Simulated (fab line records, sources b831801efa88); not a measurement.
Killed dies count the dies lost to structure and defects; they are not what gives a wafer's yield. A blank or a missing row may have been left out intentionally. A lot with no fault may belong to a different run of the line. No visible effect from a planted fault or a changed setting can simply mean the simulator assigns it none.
Chamber matching ; flow gf180mcu ; GF_V4_CMP_04 on cmp-01: 4 sister chambers
The step polishes SiO2. 8 wafers are shown with their chamber, then 7 later ones without.

## EACH WAFER AND ITS CHAMBER
wafer;chamber;motor_current_A (A);time_to_endpoint_s (s)
L111.6;0;11.6;78
L112.4;0;11.0;89
L112.6;1;12.2;91
L115.1;1;13.1;70
L115.4;3;13.0;87
L115.6;2;13.9;75
L116.2;2;13.7;74
L116.3;3;12.3;88

## WAFERS WITH NO CHAMBER GIVEN
wafer;motor_current_A (A);time_to_endpoint_s (s)
L116.5;11.0;80
L118.1;12.5;70
L118.2;13.6;76
L118.3;11.3;71
L119.1;11.6;85
L119.2;12.7;74
L119.4;14.1;81

## EACH ONE'S CHAMBER
wafer;from the rows above;in truth
L116.5;0;0
L118.1;can't be placed: 1 or 3 or 2 or 0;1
L118.2;can't be placed: 2 or 1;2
L118.3;can't be placed: 0 or 1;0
L119.1;can't be placed: 0 or 3 or 1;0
L119.2;can't be placed: 1 or 3 or 2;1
L119.4;2;2
Placed correctly: 2 of 7. Unplaceable from these rows: 5, with the true chamber sitting among the candidates in 5. Number placed wrongly: 0.
How it was worked out, from the rows above alone: a wafer's distance from a chamber is the root of the sum, over the readings, of the square of ((its reading less the chamber's mean) divided by the reading's scatter). If the next closest chamber is less than 2 further off than the closest, the wafer can't be placed; otherwise it belongs to the closest. A chamber's mean is the mean of its shown wafers. The scatter: take each reading less its chamber's mean, square it, sum over the shown wafers, divide by the number of wafers less the number of chambers, and take the root.
